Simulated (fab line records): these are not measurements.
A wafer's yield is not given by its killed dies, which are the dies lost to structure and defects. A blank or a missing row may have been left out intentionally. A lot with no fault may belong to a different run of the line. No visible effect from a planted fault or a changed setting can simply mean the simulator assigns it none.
Problem report in the 8D (eight disciplines) form, filled by code    flow sky130    the parts of the form that need people (team, actions taken, sign-off) are left out

## 1. PROBLEM STATEMENT
Mean CONTACT_W_RS at SKY_CONTACT_RS_MEAS_25: 0.448 ohm/sq over 12 wafers in 4 lots; fault-free wafers: 0.339 ohm/sq, standard deviation 0.0044. That puts it +25 standard deviations away from the usual mean.
The step: measures by four-point-probe.
First seen on wafer L201.1, day 34 03:59, on film_metro-04. The record holds 33 wafers of 11 lots with a number at this step. By rule, "out" or "out of limits" means more than 4 standard deviations away from the usual mean. The other wafers with a number count as sound.

## 2. WHAT THIS IS AND IS NOT
question                     is                                           is not
which readings at this step  CONTACT_W_RS                                 -
which lots                   L201, L202, L203, L204                       L197, L198, L199, L209, L213, L214, L215
which wafers of those lots   all that have a number                       -
read on which gauges         film_metro-01, film_metro-02, film_metro-04  -
when                         from day 34 03:59                            up to then (9 sound wafers); but 12 sound wafers of L209, L213, L214, L215 came after

## 3. WHAT RULES OUT EACH SUSPECT
Counting: a tool at any process step up to the reading remains a suspect when it ran all the lots that are out and ran no sound lot after the first of those.
- the gauge at SKY_CONTACT_RS_MEAS_25: ruled out. Those wafers that are out were read across 3 gauges (film_metro-01, film_metro-02, film_metro-04).
- cvd_w-01 at SKY_CONTACT_CVD_24 (deposits W, target thk 340 nm, time 102.12 s): ruled out as a lasting fault. After its first lot that is out, L201 (day 34 03:53), sound lots L213, L215, L214 ran on it.
Left after counting: nothing in the record.

## 4. THE CAUSE (what the simulator had put in)
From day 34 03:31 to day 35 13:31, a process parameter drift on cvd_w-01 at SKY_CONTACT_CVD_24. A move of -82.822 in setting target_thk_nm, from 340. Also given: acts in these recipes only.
It was ruled out by counting, in error; the rule expects a fault to strike all lots run on its tool from its start on, and this fault did not.

## 5. SEQUENCE OF EFFECTS, ordered by route
Each row: a reading whose mean over the struck wafers that have a number lies more than 3 standard deviations from the usual. Readings are gone through only where the record gives a usual standard deviation; hours: the median, over the lots, of the time from a lot's start at the first step in this table giving one to that lot's start at this step; sigmas: the change measured in usual standard deviations.
hours  step                     reading             usual         on struck wafers  change  sigmas
0      SKY_CONTACT_RS_MEAS_25   CONTACT_W_RS        0.339 ohm/sq  0.448             +0.109  +25
0      SKY_CONTACT_THK_MEAS_26  CONTACT_W_THK       340 nm        258               -82     -16
0      SKY_CONTACT_CMP_27       time_to_endpoint_s  83 s          66                -17     -4.6
Here are the process steps it includes:
- SKY_CONTACT_CMP_27: polishes, stops on SiO2, t overpolish 15 s, target thk 0 nm.

## 6. WHAT WOULD HAVE CAUGHT IT SOONER
The first out-of-limits reading at a measuring or inspecting step in this record came at day 34 03:59, 0 hours after the fault's start at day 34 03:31.
Of the tool readings at SKY_CONTACT_CVD_24 for which the record gives a usual standard deviation, none was out on any struck wafer, so an alarm limit of 4 standard deviations on them would not have fired.
